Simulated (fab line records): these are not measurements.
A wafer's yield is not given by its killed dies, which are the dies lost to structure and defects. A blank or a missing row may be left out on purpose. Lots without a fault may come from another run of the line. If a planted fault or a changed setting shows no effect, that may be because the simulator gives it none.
fab line records	flow gf180mcu
record: lots: 24	wafers: 72	lastDay: 34
route steps=602 shown V1@352 V2@385 M3@425 V3@444 V5@542
lots that met no fault: from a run of the same line without faults
startH: the number of hours between the record's first day and the start of the first shown wafer of the lot	waitH: hours since the lot's step before	" unchanged from the row above	L1.1+2: several wafers, shown together as one row	- no value, or no start was given	* or withheld: withheld	< > ~ a bound
route shown NAME@n: NAME is a module with steps in the file, n the number in the route of the first one	usual: mean/standard deviation of fault-free wafers	same: alike in all rows	chamber/n: place in a boat	sites: the reading at each site	_std_site: standard deviation of those values	_edge_site: inner sites' mean taken away from outer sites' mean	radiusMm: how far each site lies from the wafer's centre	mask NAME#n: copy n	behind: the most recent tool/chamber to have shaped the wafer	hold: the reason the lot was held/the length of the hold in hours/how it ended	device: the n, p or np transistor that did not switch	end of line: the same wafers' tests at the end of the route	a step without rows: its recipe alone	killed: count of dies lost to structure and defects at first sort (not the wafer's yield)	map: shows each die of a wafer: x if killed, . if not, _ if none is there
set.NAME: the run value of the setting; set.NAME@STEP: its run value at that earlier step	model.NAME: the simulator's own value behind a step, which no gauge read
a sample of lots followed through the steps of the route, with each step as a table and each wafer as a row
services: from which hour (startH, from the record's first day; less than 0 if before it) a tool's chamber was out of use, for how many hours, and why
== steps ==
step: GF_V1_ETCH_17
recipe: chemistry: C4F8/O2/Ar	maskMaterial: KrF	target: SiO2	stopOn: TiN	sourceW: 1500	biasW: 1200	pressureMtorr: 40	c4f8FlowSccm: withheld	O2_flow_sccm: 6	Ar_flow_sccm: 300	timeS: withheld	targetDepthA: 6300
usual: chamberPressureMTorr: 40.00/0.039	oesProductAu: 0.857/0.0046	rfFwdPowerW: 1493/4.7
lot.wafer	tool	chamber	startH	waitH	chamberPressureMTorr	oesProductAu	rfFwdPowerW
L074.1	rieDiel-02	3	-	-	40.00	0.855	1496
L074.3	"	0	"	"	40.03	0.854	1491
L074.5	"	1	"	"	39.99	0.855	1489
L075.2	rieDiel-04	2	-	-	40.00	0.847	1503
L075.4	"	1	"	"	40.03	0.867	1493
L075.6	"	0	"	"	40.07	0.854	1493
L076.2	rieDiel-01	3	-	-	40.00	0.856	1497
L076.5	"	1	"	"	39.94	0.867	1498
L076.6	"	2	"	"	39.97	0.853	1491
L077.3	rieDiel-04	3	-	-	39.99	0.857	1491
L077.4	"	3	"	"	40.01	0.853	1489
L077.6	"	0	"	"	40.03	0.852	1494
L078.4	rieDiel-04	2	-	-	40.02	0.861	1502
L078.5	"	3	"	"	40.03	0.857	1490
L078.6	"	0	"	"	40.02	0.857	1490
L079.4	rieDiel-02	0	-	-	39.99	0.856	1489
L079.5	"	0	"	"	40.02	0.862	1490
L079.6	"	1	"	"	39.97	0.855	1485
L080.2	rieDiel-04	2	-	-	39.95	0.859	1492
L080.3	"	0	"	"	40.02	0.856	1487
L080.6	"	3	"	"	39.99	0.857	1482
L081.1	rieDiel-01	1	-	-	39.98	0.857	1490
L081.2	"	2	"	"	40.02	0.855	1491
L081.6	"	1	"	"	39.94	0.853	1489
L082.1	rieDiel-04	1	-	-	39.99	0.858	1493
L082.2	"	2	"	"	39.99	0.853	1493
L082.5	"	1	"	"	39.98	0.859	1495
L083.1	rieDiel-02	0	-	-	40.01	0.850	1493
L083.2	"	1	"	"	39.97	0.864	1497
L083.4	"	2	"	"	39.96	0.858	1492
L084.1	rieDiel-02	2	-	-	40.07	0.848	1492
L084.2	"	3	"	"	39.98	0.864	1496
L084.5	"	3	"	"	39.99	0.865	1493
L085.1	rieDiel-02	3	-	-	40.02	0.850	1486
L085.4	"	0	"	"	40.00	0.855	1491
L085.5	"	1	"	"	40.00	0.855	1492
L086.2	rieDiel-04	0	-	-	39.99	0.862	1498
L086.4	"	2	"	"	40.02	0.857	1503
L086.5	"	2	"	"	39.98	0.856	1492
L087.2	rieDiel-04	0	-	-	39.96	0.850	1493
L087.4	"	2	"	"	39.99	0.857	1496
L087.5	"	1	"	"	39.98	0.852	1488
L088.1	rieDiel-02	3	-	-	40.01	0.855	1492
L088.5	"	0	"	"	40.01	0.851	1493
L088.6	"	3	"	"	39.94	0.858	1499
L089.1	rieDiel-02	2	-	-	39.90	0.857	1502
L089.2	"	3	"	"	39.99	0.853	1495
L089.3	"	0	"	"	39.99	0.857	1497
L090.1	rieDiel-02	1	-	-	40.00	0.859	1489
L090.3	"	3	"	"	40.02	0.854	1494
L090.5	"	1	"	"	39.95	0.852	1495
L091.1	rieDiel-01	3	-	-	40.01	0.860	1488
L091.2	"	1	"	"	39.99	0.858	1497
L091.3	"	0	"	"	39.99	0.862	1486
L092.3	rieDiel-04	0	-	-	40.02	0.868	1495
L092.5	"	3	"	"	40.01	0.853	1492
L092.6	"	0	"	"	40.04	0.859	1493
L093.1	rieDiel-01	3	-	-	39.98	0.855	1494
L093.4	"	2	"	"	39.93	0.859	1492
L093.6	"	0	"	"	40.06	0.860	1495
L094.2	rieDiel-01	2	-	-	40.00	0.856	1500
L094.4	"	3	"	"	39.96	0.854	1491
L094.5	"	2	"	"	39.98	0.852	1499
L095.1	rieDiel-01	2	-	-	39.98	0.864	1491
L095.2	"	0	"	"	40.00	0.854	1493
L095.5	"	3	"	"	40.00	0.856	1496
L096.2	rieDiel-04	2	-	-	40.00	0.856	1494
L096.5	"	3	"	"	39.97	0.855	1486
L096.6	"	0	"	"	40.04	0.862	1487
L097.1	rieDiel-02	0	-	-	40.00	0.854	1495
L097.3	"	3	"	"	40.02	0.851	1496
L097.5	"	3	"	"	39.93	0.860	1496
step: GF_V2_THK_MEAS_03
recipe: reads: SiO2_of_V2_CVD_02
usual: V2_CVD_02_THK: 853/11
lot.wafer	tool	chamber	startH	waitH	V2_CVD_02_THK[nm]
L074.1	filmMetro-03	-	436.26	0.0	843
L074.3	"	-	"	"	840
L074.5	"	-	"	"	848
L075.2	filmMetro-01	-	444.90	0.0	824
L075.4	"	-	"	"	845
L075.6	"	-	"	"	852
L076.2	filmMetro-04	-	455.70	0.0	838
L076.5	"	-	"	"	847
L076.6	"	-	"	"	843
L077.3	filmMetro-03	-	464.78	0.1	845
L077.4	"	-	"	"	868
L077.6	"	-	"	"	865
L078.4	filmMetro-04	-	475.66	0.0	860
L078.5	"	-	"	"	848
L078.6	"	-	"	"	865
L079.4	filmMetro-04	-	482.62	0.0	861
L079.5	"	-	"	"	851
L079.6	"	-	"	"	846
L080.2	filmMetro-01	-	494.62	0.0	846
L080.3	"	-	"	"	840
L080.6	"	-	"	"	861
L081.1	filmMetro-03	-	505.42	0.0	833
L081.2	"	-	"	"	839
L081.6	"	-	"	"	856
L082.1	filmMetro-01	-	514.18	0.0	838
L082.2	"	-	"	"	843
L082.5	"	-	"	"	864
L083.1	filmMetro-04	-	525.98	0.0	845
L083.2	"	-	"	"	861
L083.4	"	-	"	"	870
L084.1	filmMetro-01	-	528.96	0.0	854
L084.2	"	-	"	"	845
L084.5	"	-	"	"	857
L085.1	filmMetro-01	-	544.36	0.0	850
L085.4	"	-	"	"	860
L085.5	"	-	"	"	864
L086.2	filmMetro-04	-	553.82	0.0	857
L086.4	"	-	"	"	866
L086.5	"	-	"	"	878
L087.2	filmMetro-03	-	559.17	0.0	851
L087.4	"	-	"	"	871
L087.5	"	-	"	"	851
L088.1	filmMetro-03	-	564.01	0.0	839
L088.5	"	-	"	"	878
L088.6	"	-	"	"	863
L089.1	filmMetro-04	-	573.58	0.0	866
L089.2	"	-	"	"	851
L089.3	"	-	"	"	855
L090.1	filmMetro-03	-	580.31	0.0	845
L090.3	"	-	"	"	853
L090.5	"	-	"	"	857
L091.1	filmMetro-04	-	587.03	0.0	837
L091.2	"	-	"	"	842
L091.3	"	-	"	"	852
L092.3	filmMetro-03	-	595.21	0.1	857
L092.5	"	-	"	"	874
L092.6	"	-	"	"	862
L093.1	filmMetro-03	-	602.03	0.0	849
L093.4	"	-	"	"	851
L093.6	"	-	"	"	841
L094.2	filmMetro-04	-	611.00	0.0	849
L094.4	"	-	"	"	850
L094.5	"	-	"	"	855
L095.1	filmMetro-03	-	616.91	0.0	846
L095.2	"	-	"	"	849
L095.5	"	-	"	"	843
L096.2	filmMetro-04	-	622.73	0.0	839
L096.5	"	-	"	"	863
L096.6	"	-	"	"	861
L097.1	filmMetro-04	-	633.81	0.0	846
L097.3	"	-	"	"	844
L097.5	"	-	"	"	858
step: GF_M3_METAL_ETCH_16
recipe: chemistry: Cl2/BCl3	maskMaterial: KrF	targetDepthNm: 627.5	stopOn: SiO2	pressureMtorr: 8	icpW: 800	biasW: 140	Cl2_flow_sccm: 80	bcl3FlowSccm: 40	timeS: 104.6
usual: chamberPressureMTorr: 8.000/0.007	drypumpMotorCurrentA: 5.9/0.38	heBacksideLeakSccm: 3.5/0.31	mfcCl2Sccm: 80.05/0.21	oesProductAu: 0.974/0.0065	rfFwdPowerW: 795.3/2.7	throttleValvePct: 28.248/0.011
lot.wafer	tool	chamber	startH	waitH	chamberPressureMTorr	drypumpMotorCurrentA	heBacksideLeakSccm	mfcCl2Sccm	oesProductAu	rfFwdPowerW	rfHoursCounterH	throttleValvePct
L074.1	rieMetal-02	0	486.31	0.0	7.997	6.3	3.4	80.24	0.973	796.8	4	28.234
L074.3	"	0	"	"	7.988	6.4	3.4	80.11	0.977	793.0	-	28.242
L074.5	"	0	"	"	7.992	6.4	3.5	80.31	0.986	793.9	-	28.244
L075.2	rieMetal-01	0	495.74	0.0	7.996	5.7	3.7	80.51	0.978	794.5	1	28.248
L075.4	"	1	"	"	8.005	6.1	3.6	80.13	0.974	793.0	-	28.243
L075.6	"	1	"	"	7.998	6.1	3.6	80.06	0.990	791.5	-	28.241
L076.2	rieMetal-04	0	505.61	0.0	7.997	5.8	3.3	79.77	0.963	793.8	10	28.260
L076.5	"	0	"	"	7.991	5.8	3.4	80.38	0.970	791.0	-	28.253
L076.6	"	1	"	"	7.993	6.2	3.6	79.53	0.965	797.4	-	28.246
L077.3	rieMetal-02	0	514.94	0.1	7.993	6.4	3.6	80.12	0.974	790.9	-	28.249
L077.4	"	0	"	"	7.998	6.4	3.4	80.07	0.979	794.6	-	28.245
L077.6	"	0	"	"	7.998	6.4	3.3	79.84	0.978	794.8	-	28.239
L078.4	rieMetal-04	1	525.46	0.0	8.015	6.2	3.6	80.04	0.975	799.7	-	28.238
L078.5	"	1	"	"	7.997	6.2	3.5	80.14	0.969	795.6	-	28.233
L078.6	"	0	"	"	8.007	5.8	3.4	80.24	0.977	795.3	-	28.238
L079.4	rieMetal-04	0	531.20	0.0	8.005	5.8	3.3	79.93	0.974	796.7	-	28.276
L079.5	"	0	"	"	8.003	5.8	3.5	79.83	0.981	793.1	-	28.244
L079.6	"	1	"	"	7.993	6.2	3.4	80.44	0.983	795.3	-	28.233
L080.2	rieMetal-01	0	542.81	0.0	7.988	5.7	3.5	80.02	0.979	796.7	2	28.240
L080.3	"	1	"	"	8.014	6.1	3.5	79.80	0.985	802.5	-	28.221
L080.6	"	1	"	"	7.996	6.1	3.5	79.91	0.973	796.1	-	28.258
L081.1	rieMetal-02	1	554.36	0.0	8.001	5.3	3.3	79.91	0.967	792.1	9	28.271
L081.2	"	0	"	"	7.999	6.4	3.3	79.92	0.973	792.3	6	28.239
L081.6	"	0	"	"	8.003	6.4	3.3	79.82	0.966	792.6	-	28.256
L082.1	rieMetal-01	0	561.71	0.0	7.991	5.7	3.8	79.98	0.973	796.4	3	28.256
L082.2	"	0	"	"	8.005	5.7	3.8	80.16	0.976	799.9	-	28.229
L082.5	"	0	"	"	8.002	5.7	3.5	80.01	0.971	799.8	-	28.238
L083.1	rieMetal-01	0	573.07	0.0	8.003	5.7	3.4	79.75	0.977	797.8	3	28.238
L083.2	"	1	"	"	8.000	6.1	3.5	80.08	0.973	794.5	12	28.243
L083.4	"	0	"	"	7.994	5.6	3.6	80.34	0.972	796.8	-	28.249
L084.1	rieMetal-02	1	574.56	0.0	7.994	5.2	3.3	80.08	0.984	794.4	10	28.237
L084.2	"	0	"	"	7.991	6.4	3.4	79.90	0.971	793.9	7	28.239
L084.5	"	0	"	"	7.992	6.4	3.4	79.97	0.964	792.8	-	28.239
L085.1	rieMetal-02	1	589.86	0.0	8.005	5.2	3.3	79.85	0.977	796.2	10	28.249
L085.4	"	1	"	"	8.012	5.2	3.1	80.28	0.969	798.1	-	28.253
L085.5	"	0	"	"	8.010	6.3	3.2	79.95	0.970	796.0	-	28.257
L086.2	rieMetal-01	1	599.09	0.0	7.998	6.0	3.6	80.29	0.969	795.6	13	28.261
L086.4	"	0	"	"	7.992	5.7	3.6	79.57	0.971	795.5	-	28.261
L086.5	"	1	"	"	8.003	6.0	3.6	80.25	0.962	795.9	-	28.261
L087.2	rieMetal-01	1	604.29	0.0	8.000	6.0	3.7	80.04	0.974	799.1	13	28.245
L087.4	"	1	"	"	7.991	6.0	3.7	79.91	0.971	796.5	-	28.240
L087.5	"	0	"	"	8.005	5.7	3.1	80.01	0.970	797.2	-	28.237
L088.1	rieMetal-04	0	609.94	0.0	8.003	5.8	3.2	79.65	0.976	794.5	12	28.249
L088.5	"	1	"	"	7.997	6.2	3.5	79.98	0.970	791.7	-	28.252
L088.6	"	0	"	"	7.985	5.8	3.4	79.61	0.965	794.1	-	28.254
L089.1	rieMetal-04	1	618.09	0.0	8.011	6.2	3.5	80.26	0.972	793.5	6	28.252
L089.2	"	1	"	"	8.000	6.2	3.7	80.11	0.981	795.4	-	28.244
L089.3	"	1	"	"	8.004	6.2	3.7	79.95	0.985	799.6	-	28.258
L090.1	rieMetal-02	1	624.79	0.0	7.991	5.2	3.5	80.51	0.969	796.1	11	28.264
L090.3	"	1	"	"	8.000	5.2	3.3	80.33	0.977	794.9	-	28.246
L090.5	"	0	"	"	7.990	6.4	3.6	80.07	0.978	789.2	-	28.253
L091.1	rieMetal-02	1	631.04	0.0	7.999	5.2	3.2	80.32	0.976	796.6	11	28.245
L091.2	"	0	"	"	7.996	6.4	3.4	79.76	0.974	793.0	8	28.256
L091.3	"	1	"	"	8.002	5.2	3.4	80.19	0.978	796.0	-	28.247
L092.3	rieMetal-01	0	639.45	0.1	8.011	5.7	3.8	80.01	0.966	792.8	-	28.258
L092.5	"	1	"	"	7.994	6.1	3.6	79.99	0.969	790.6	-	28.248
L092.6	"	0	"	"	8.000	5.7	3.8	80.50	0.974	800.5	-	28.240
L093.1	rieMetal-02	1	644.76	0.0	8.005	5.3	3.4	80.13	0.975	794.6	12	28.235
L093.4	"	0	"	"	8.014	6.4	3.4	80.04	0.979	796.0	-	28.251
L093.6	"	1	"	"	8.004	5.3	3.4	79.87	0.973	798.2	-	28.245
L094.2	rieMetal-01	1	653.51	0.0	8.005	6.1	3.4	79.95	0.970	795.9	1	28.264
L094.4	"	0	"	"	7.990	5.7	3.7	80.12	0.972	799.8	-	28.264
L094.5	"	1	"	"	8.001	6.1	3.4	80.10	0.973	794.7	-	28.248
L095.1	rieMetal-02	0	658.86	0.0	8.006	6.4	3.4	80.44	0.973	790.9	9	28.246
L095.2	"	1	"	"	7.991	5.2	3.2	80.07	0.977	794.2	12	28.262
L095.5	"	1	"	"	8.005	5.3	3.3	80.18	0.972	797.1	-	28.248
L096.2	rieMetal-01	1	664.09	0.0	8.004	6.1	3.6	80.07	0.991	795.4	1	28.249
L096.5	"	0	"	"	7.987	5.7	3.5	80.03	0.971	799.0	-	28.252
L096.6	"	1	"	"	8.002	6.1	3.6	79.81	0.981	794.3	-	28.230
L097.1	rieMetal-04	0	675.03	0.0	7.985	5.8	3.2	80.23	0.966	794.8	1	28.260
L097.3	"	0	"	"	8.009	5.8	3.2	79.89	0.968	796.9	-	28.276
L097.5	"	0	"	"	8.010	5.8	3.3	79.95	0.964	794.0	-	28.246
step: GF_V3_OVL_MEAS_15
usual: V3_OVL: -1/6.5
lot.wafer	tool	chamber	startH	waitH	V3_OVL[nm]
L074.1	overlay-02	-	511.49	0.1	-6
L074.3	"	-	"	"	-5
L074.5	"	-	"	"	3
L075.2	overlay-01	-	521.05	0.1	3
L075.4	"	-	"	"	-1
L075.6	"	-	"	"	8
L076.2	overlay-02	-	530.65	0.1	-1
L076.5	"	-	"	"	-3
L076.6	"	-	"	"	2
L077.3	overlay-02	-	539.63	0.1	-7
L077.4	"	-	"	"	-12
L077.6	"	-	"	"	-11
L078.4	overlay-02	-	549.41	0.1	2
L078.5	"	-	"	"	10
L078.6	"	-	"	"	2
L079.4	overlay-02	-	555.56	0.1	4
L079.5	"	-	"	"	-5
L079.6	"	-	"	"	-1
L080.2	overlay-02	-	566.23	0.1	-10
L080.3	"	-	"	"	-10
L080.6	"	-	"	"	-8
L081.1	overlay-02	-	577.67	0.1	0
L081.2	"	-	"	"	4
L081.6	"	-	"	"	-1
L082.1	overlay-01	-	585.03	0.1	1
L082.2	"	-	"	"	-6
L082.5	"	-	"	"	-10
L083.1	overlay-01	-	595.82	0.1	8
L083.2	"	-	"	"	9
L083.4	"	-	"	"	13
L084.1	overlay-01	-	596.77	0.1	0
L084.2	"	-	"	"	-1
L084.5	"	-	"	"	4
L085.1	overlay-01	-	612.39	0.1	-4
L085.4	"	-	"	"	-3
L085.5	"	-	"	"	-1
L086.2	overlay-01	-	621.38	0.1	-7
L086.4	"	-	"	"	-8
L086.5	"	-	"	"	4
L087.2	overlay-01	-	626.63	0.1	-11
L087.4	"	-	"	"	2
L087.5	"	-	"	"	-3
L088.1	overlay-02	-	631.54	0.1	-3
L088.5	"	-	"	"	-1
L088.6	"	-	"	"	-2
L089.1	overlay-01	-	639.73	0.1	0
L089.2	"	-	"	"	-3
L089.3	"	-	"	"	3
L090.1	overlay-02	-	645.73	0.1	4
L090.3	"	-	"	"	0
L090.5	"	-	"	"	0
L091.1	overlay-01	-	652.21	0.1	-5
L091.2	"	-	"	"	-2
L091.3	"	-	"	"	-1
L092.3	overlay-01	-	660.04	0.1	-7
L092.5	"	-	"	"	-14
L092.6	"	-	"	"	-6
L093.1	overlay-01	-	665.12	0.1	7
L093.4	"	-	"	"	1
L093.6	"	-	"	"	-1
L094.2	overlay-02	-	673.88	0.1	-2
L094.4	"	-	"	"	-2
L094.5	"	-	"	"	-4
L095.1	overlay-02	-	677.88	0.1	1
L095.2	"	-	"	"	2
L095.5	"	-	"	"	-5
L096.2	overlay-02	-	684.03	0.1	-1
L096.5	"	-	"	"	-1
L096.6	"	-	"	"	-5
L097.1	overlay-02	-	695.22	0.1	-11
L097.3	"	-	"	"	-10
L097.5	"	-	"	"	-18
step: GF_V5_CVD_02
recipe: material: SiO2	targetThkNm: 1450	precursor: TEOS	tempC: 400	timeS: 163.28	rfW: 583.4
usual: heaterPowerOuterW: 419/88	heaterPowerW: 699/140	rfFwdPowerW: 581.1/1.8
lot.wafer	tool	chamber	startH	waitH	heaterPowerOuterW	heaterPowerW	rfFwdPowerW
L074.1	pecvd-04	1	606.40	0.1	389	586	582.2
L074.3	"	0	"	"	467	664	581.3
L074.5	"	0	"	"	390	575	579.9
L075.2	pecvd-04	1	615.01	0.0	383	597	578.6
L075.4	"	0	"	"	391	589	581.4
L075.6	"	1	"	"	422	636	580.2
L076.2	pecvd-01	0	622.41	0.0	315	545	582.1
L076.5	"	0	"	"	368	637	583.6
L076.6	"	2	"	"	463	810	581.4
L077.3	pecvd-03	2	631.70	0.0	528	872	580.1
L077.4	"	2	"	"	404	747	580.9
L077.6	"	1	"	"	358	647	579.6
L078.4	pecvd-03	2	640.99	0.1	411	743	583.1
L078.5	"	1	"	"	359	652	579.5
L078.6	"	0	"	"	277	504	581.0
L079.4	pecvd-01	0	645.01	0.1	306	544	580.1
L079.5	"	2	"	"	612	968	581.9
L079.6	"	1	"	"	392	653	584.0
L080.2	pecvd-03	1	655.24	0.0	475	807	581.0
L080.3	"	2	"	"	545	930	581.7
L080.6	"	1	"	"	366	650	581.5
L081.1	pecvd-04	0	665.60	0.1	480	688	580.8
L081.2	"	1	"	"	422	626	579.3
L081.6	"	1	"	"	389	595	583.1
L082.1	pecvd-03	1	670.61	0.1	404	726	582.7
L082.2	"	2	"	"	476	803	582.1
L082.5	"	2	"	"	531	864	583.8
L083.1	pecvd-03	1	681.10	0.1	394	692	578.9
L083.2	"	0	"	"	367	633	579.2
L083.4	"	0	"	"	274	509	581.1
L084.1	pecvd-01	2	681.69	0.1	515	865	580.8
L084.2	"	1	"	"	380	635	581.3
L084.5	"	1	"	"	291	513	582.2
L085.1	pecvd-01	1	696.70	0.1	397	663	583.2
L085.4	"	0	"	"	398	644	579.8
L085.5	"	1	"	"	297	521	580.9
L086.2	pecvd-03	2	704.90	0.0	551	878	584.6
L086.4	"	0	"	"	276	502	581.9
L086.5	"	1	"	"	470	786	583.1
L087.2	pecvd-04	1	709.47	0.0	406	628	578.4
L087.4	"	0	"	"	489	694	581.5
L087.5	"	2	"	"	488	818	579.3
L088.1	pecvd-01	2	713.84	0.1	542	895	581.0
L088.5	"	2	"	"	613	992	578.9
L088.6	"	0	"	"	306	540	578.5
L089.1	pecvd-03	1	720.63	0.1	456	767	583.9
L089.2	"	0	"	"	299	545	580.1
L089.3	"	2	"	"	527	865	581.0
L090.1	pecvd-01	0	725.99	0.1	402	654	582.6
L090.3	"	1	"	"	395	653	579.5
L090.5	"	0	"	"	307	530	581.3
L091.1	pecvd-01	1	732.17	0.1	396	682	581.3
L091.2	"	0	"	"	364	620	584.3
L091.3	"	2	"	"	501	888	581.2
L092.3	pecvd-01	0	739.93	0.0	340	582	579.9
L092.5	"	0	"	"	394	657	580.9
L092.6	"	2	"	"	470	820	580.2
L093.1	pecvd-01	1	743.69	0.1	305	551	581.9
L093.4	"	1	"	"	370	624	583.9
L093.6	"	0	"	"	295	539	580.7
L094.2	pecvd-01	0	750.61	0.0	414	678	579.5
L094.4	"	2	"	"	467	790	580.0
L094.5	"	1	"	"	361	631	578.9
L095.1	pecvd-04	1	754.70	0.1	366	575	581.6
L095.2	"	2	"	"	428	713	580.1
L095.5	"	1	"	"	418	641	580.0
L096.2	pecvd-01	0	759.60	0.0	372	631	578.5
L096.5	"	0	"	"	406	669	579.4
L096.6	"	2	"	"	469	830	579.7
L097.1	pecvd-01	1	770.08	0.1	391	660	585.5
L097.3	"	2	"	"	462	818	583.5
L097.5	"	2	"	"	575	936	583.7
step: GF_V5_CD_MEAS_14
recipe: targetCdNm: 260
usual: cdNm: 260.1/1.2
lot.wafer	tool	chamber	startH	waitH	cdNm
L074.1	cdSem-01	-	627.76	0.1	261.1
L074.3	"	-	"	"	261.2
L074.5	"	-	"	"	261.6
L075.2	cdSem-01	-	635.51	0.2	260.0
L075.4	"	-	"	"	260.4
L075.6	"	-	"	"	259.8
L076.2	cdSem-01	-	642.88	0.1	260.1
L076.5	"	-	"	"	260.2
L076.6	"	-	"	"	261.6
L077.3	cdSem-01	-	651.46	0.1	258.9
L077.4	"	-	"	"	258.9
L077.6	"	-	"	"	259.4
L078.4	cdSem-01	-	661.57	0.1	258.9
L078.5	"	-	"	"	259.9
L078.6	"	-	"	"	259.5
L079.4	cdSem-01	-	664.94	0.1	261.0
L079.5	"	-	"	"	261.8
L079.6	"	-	"	"	258.7
L080.2	cdSem-01	-	674.25	0.1	260.3
L080.3	"	-	"	"	260.7
L080.6	"	-	"	"	260.1
L081.1	cdSem-01	-	684.77	0.1	260.9
L081.2	"	-	"	"	260.7
L081.6	"	-	"	"	261.6
L082.1	cdSem-01	-	689.63	0.1	259.6
L082.2	"	-	"	"	259.5
L082.5	"	-	"	"	261.0
L083.1	cdSem-01	-	700.16	0.1	259.3
L083.2	"	-	"	"	259.9
L083.4	"	-	"	"	259.6
L084.1	cdSem-02	-	701.88	0.1	259.2
L084.2	"	-	"	"	260.5
L084.5	"	-	"	"	259.0
L085.1	cdSem-02	-	714.87	0.1	259.1
L085.4	"	-	"	"	260.5
L085.5	"	-	"	"	259.1
L086.2	cdSem-01	-	723.79	0.1	260.9
L086.4	"	-	"	"	261.1
L086.5	"	-	"	"	261.7
L087.2	cdSem-01	-	727.53	0.1	262.8
L087.4	"	-	"	"	260.9
L087.5	"	-	"	"	262.7
L088.1	cdSem-02	-	732.42	0.1	260.0
L088.5	"	-	"	"	259.6
L088.6	"	-	"	"	259.4
L089.1	cdSem-02	-	738.77	0.1	258.9
L089.2	"	-	"	"	259.2
L089.3	"	-	"	"	259.7
L090.1	cdSem-01	-	743.87	0.1	257.1
L090.3	"	-	"	"	257.7
L090.5	"	-	"	"	258.6
L091.1	cdSem-01	-	749.32	0.1	260.7
L091.2	"	-	"	"	262.2
L091.3	"	-	"	"	260.7
L092.3	cdSem-01	-	756.70	0.1	261.2
L092.5	"	-	"	"	261.3
L092.6	"	-	"	"	261.1
L093.1	cdSem-01	-	761.38	0.1	261.3
L093.4	"	-	"	"	260.2
L093.6	"	-	"	"	260.9
L094.2	cdSem-02	-	767.90	0.1	261.3
L094.4	"	-	"	"	260.6
L094.5	"	-	"	"	260.1
L095.1	cdSem-02	-	771.38	0.1	260.1
L095.2	"	-	"	"	259.0
L095.5	"	-	"	"	260.1
L096.2	cdSem-02	-	776.60	0.1	260.9
L096.5	"	-	"	"	260.1
L096.6	"	-	"	"	259.9
L097.1	cdSem-01	-	786.36	0.1	258.0
L097.3	"	-	"	"	258.8
L097.5	"	-	"	"	259.5
== services ==
tool	chamber	startH	hours	kind
rieMetal-04	1	386.16	7.3	repair
rieDiel-01	-	386.79	15.6	pm
rieMetal-01	-	415.75	0.6	repair
rieMetal-02	-	433.14	16.5	repair
rieDiel-01	-	444.65	1.3	repair
rieDiel-04	-	452.69	14.6	pm
rieDiel-02	-	464.19	2.8	pm
rieDiel-04	2	475.21	11.1	repair
rieDiel-04	0	485.27	5.4	repair
rieDiel-04	-	490.11	2.9	repair
rieMetal-04	-	493.86	0.6	repair
rieDiel-01	-	498.53	2.8	pm
rieMetal-02	1	501.18	16.2	repair
rieDiel-02	2	512.75	4.6	repair
rieMetal-01	1	560.90	2.0	repair
pecvd-03	0	599.84	3.4	repair
rieDiel-04	-	607.68	1.8	repair
rieDiel-04	2	610.91	4.0	repair
pecvd-01	-	645.12	2.8	pm
rieDiel-01	-	646.94	0.8	repair
pecvd-03	-	731.44	14.6	pm
rieDiel-02	0	748.53	2.6	repair
rieDiel-04	0	762.88	6.3	repair
pecvd-01	0	764.38	6.0	repair
== key ==
fault none
